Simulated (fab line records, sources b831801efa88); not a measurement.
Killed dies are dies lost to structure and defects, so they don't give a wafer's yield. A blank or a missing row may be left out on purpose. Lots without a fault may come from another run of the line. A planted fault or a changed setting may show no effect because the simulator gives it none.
Which tool did it? | flow sky130 | 15 lots, 42 wafers sampled, at 3 steps of a route of 708

WHAT THE GAUGES READ, wafer by wafer
The record holds no reading of a measuring or inspecting step that can be judged against a usual standard deviation.

WHICH TOOL RAN EACH LOT (tool, then ch and the chambers of the sampled wafers, then the start)
lot  | SKY_FIELD_ISO_SOFTBAKE_09        | SKY_FIELD_ISO_STRIP_16              | SKY_PAD_OPEN_PROBE_99
L454 | litho_track-04 ch 0, day 2 03:00 | plasma_asher-01 ch 0,1, day 2 10:40 | prober-02, day 46 06:07
L455 | litho_track-03 ch 0, day 2 06:00 | plasma_asher-01 ch 0,1, day 2 14:40 | -
L456 | litho_track-04 ch 0, day 2 15:00 | plasma_asher-02 ch 0,1, day 2 23:05 | -
L457 | litho_track-03 ch 0, day 2 18:00 | plasma_asher-03 ch 0,1, day 3 02:30 | -
L459 | litho_track-03 ch 0, day 3 04:00 | plasma_asher-02 ch 0,1, day 3 12:54 | -
L460 | litho_track-01 ch 0, day 3 09:00 | plasma_asher-03 ch 0,1, day 3 17:54 | prober-01, day 47 14:58
L461 | litho_track-03 ch 0, day 3 13:00 | plasma_asher-02 ch 0,1, day 3 21:48 | -
L462 | litho_track-03 ch 0, day 3 18:00 | plasma_asher-02 ch 0,1, day 4 03:00 | -
L463 | litho_track-04 ch 0, day 4 00:00 | plasma_asher-03 ch 0,1, day 4 08:55 | -
L464 | litho_track-04 ch 0, day 4 05:00 | plasma_asher-01 ch 0,1, day 4 13:27 | -
L465 | litho_track-03 ch 0, day 4 09:00 | plasma_asher-02 ch 0,1, day 4 18:29 | -
L466 | litho_track-03 ch 0, day 4 15:00 | plasma_asher-02 ch 0,1, day 5 00:44 | -
L469 | litho_track-03 ch 0, day 5 07:00 | plasma_asher-02 ch 0, day 5 17:38   | prober-02, day 49 16:58
L473 | litho_track-03 ch 0, day 6 04:00 | plasma_asher-03 ch 0,1, day 6 14:59 | -
L474 | litho_track-03 ch 0, day 6 08:00 | plasma_asher-02 ch 1, day 6 19:32   | -
- SKY_FIELD_ISO_SOFTBAKE_09: time 90 s.
- SKY_FIELD_ISO_STRIP_16: strips in O2/N2.
- SKY_PAD_OPEN_PROBE_99

WHAT THE TOOLS THEMSELVES READ (means of the sampled wafers that have a number; where no wafer has one, the mark that the record gives instead)
SKY_FIELD_ISO_SOFTBAKE_09.
lot  | tool           | heater_power_total_W (W) | resist_line_temp_C (C) | run_length_s (s)
L454 | litho_track-04 | 57.31                    | 23.02                  | 119.05
L455 | litho_track-03 | 57.37                    | 22.99                  | 119.10
L456 | litho_track-04 | 57.23                    | 22.94                  | 119.30
L457 | litho_track-03 | 57.30                    | 22.98                  | 119.20
L459 | litho_track-03 | 57.35                    | 22.93                  | 119.27
L460 | litho_track-01 | 57.33                    | 22.98                  | 119.35
L461 | litho_track-03 | 57.27                    | 23.01                  | 119.28
L462 | litho_track-03 | 57.52                    | 23.03                  | 119.19
L463 | litho_track-04 | 57.32                    | 22.94                  | 119.11
L464 | litho_track-04 | 57.24                    | 22.89                  | 119.13
L465 | litho_track-03 | 57.36                    | 23.01                  | 119.21
L466 | litho_track-03 | 57.34                    | 23.06                  | 119.23
L469 | litho_track-03 | 59.31                    | 23.00                  | 111.41
L473 | litho_track-03 | 59.05                    | 23.09                  | 111.34
L474 | litho_track-03 | 59.27                    | 22.84                  | 111.35

SKY_FIELD_ISO_STRIP_16.
lot  | tool            | drypump_motor_current_A (A) | n2_flow_sccm (sccm) | oes_product_au (a.u.) | strip_time_to_endpoint_s (s)
L454 | plasma_asher-01 | 6.4                         | 299.7               | 0.374                 | 3.546
L455 | plasma_asher-01 | 6.2                         | 299.6               | 0.374                 | 3.520
L456 | plasma_asher-02 | 5.5                         | 300.6               | 0.377                 | 3.587
L457 | plasma_asher-03 | 6.2                         | 301.0               | 0.375                 | 3.558
L459 | plasma_asher-02 | 5.5                         | 299.5               | 0.382                 | 3.583
L460 | plasma_asher-03 | 6.2                         | 300.4               | 0.372                 | 3.499
L461 | plasma_asher-02 | 5.5                         | 299.4               | 0.376                 | 3.546
L462 | plasma_asher-02 | 5.5                         | 299.0               | 0.379                 | 3.550
L463 | plasma_asher-03 | 6.2                         | 300.3               | 0.379                 | 3.536
L464 | plasma_asher-01 | 6.4                         | 299.8               | 0.377                 | 3.547
L465 | plasma_asher-02 | 5.4                         | 300.3               | 0.377                 | 3.516
L466 | plasma_asher-02 | 5.5                         | 299.8               | 0.382                 | 3.564
L469 | plasma_asher-02 | 5.6                         | 300.5               | 0.378                 | 3.555
L473 | plasma_asher-03 | 6.3                         | 300.1               | 0.372                 | 3.538
L474 | plasma_asher-02 | 5.4                         | 299.4               | 0.378                 | 3.526

SKY_PAD_OPEN_PROBE_99.
lot  | tool      | killed_at_M0_to_M3 | killed_at_M4_up | killed_at_contacts | killed_at_front_end | killed_at_other | killed_dies | killed_open | killed_short
L454 | prober-02 | 45                 | 3.7             | 25                 | 18                  | 0.0             | 91          | 54          | 37
L460 | prober-01 | 37                 | 4.3             | 27                 | 15                  | 0.0             | 83          | 47          | 36
L469 | prober-02 | 47                 | 7.0             | 18                 | 8                   | 0.0             | 80          | 46          | 34

THE ANSWER, worked out from the rows above alone
Rule: what is usual is taken from the lots themselves. Put in order of their means at a reading, lots are off if they are a third of the lots or fewer, leave a main group of 4 or more, and stand apart from it by a gap of 3 or more times the standard deviation of the main group's means; of several such gaps the widest counts. A main group whose means are all the same, to the digits that the tables above print for the reading, isn't used. A lot without any number at a reading at which 4 lots or more have one is off too. The other lots that the step has rows for count as sound. The gauges are gone through in route order, then the tools' own readings, and for those a lot's mean is taken as printed above. The first step at which some lot is off is used, and at that step the reading that is off furthest; a lot without a number counts as furthest.
Off: L469, L473, L474, at SKY_FIELD_ISO_SOFTBAKE_09 (run_length_s). The main group: mean 119.20 s, standard deviation 0.087.
A tool fits if, at that step or a process step before it, it ran every lot that is off, and no sound lot after the first of them. One fits: litho_track-03 at SKY_FIELD_ISO_SOFTBAKE_09. Its last sound lot is L466 (day 4 15:00), its first lot that is off L469 (day 5 07:00): a fault that began between those two fits.
The tool's own readings at SKY_FIELD_ISO_SOFTBAKE_09 bear it out: on the lots that are off they differ by more than 5 times the standard deviation of the sound lots' means. heater_power_total_W reads 59.21 W there against 57.33 W on the sound lots; run_length_s reads 111.37 s there against 119.20 s on the sound lots.

WHAT THE SIMULATOR HAD PUT IN
Process parameter drift: litho_track-03, from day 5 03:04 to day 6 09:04, at SKY_FIELD_ISO_SOFTBAKE_09. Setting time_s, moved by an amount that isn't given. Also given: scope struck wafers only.
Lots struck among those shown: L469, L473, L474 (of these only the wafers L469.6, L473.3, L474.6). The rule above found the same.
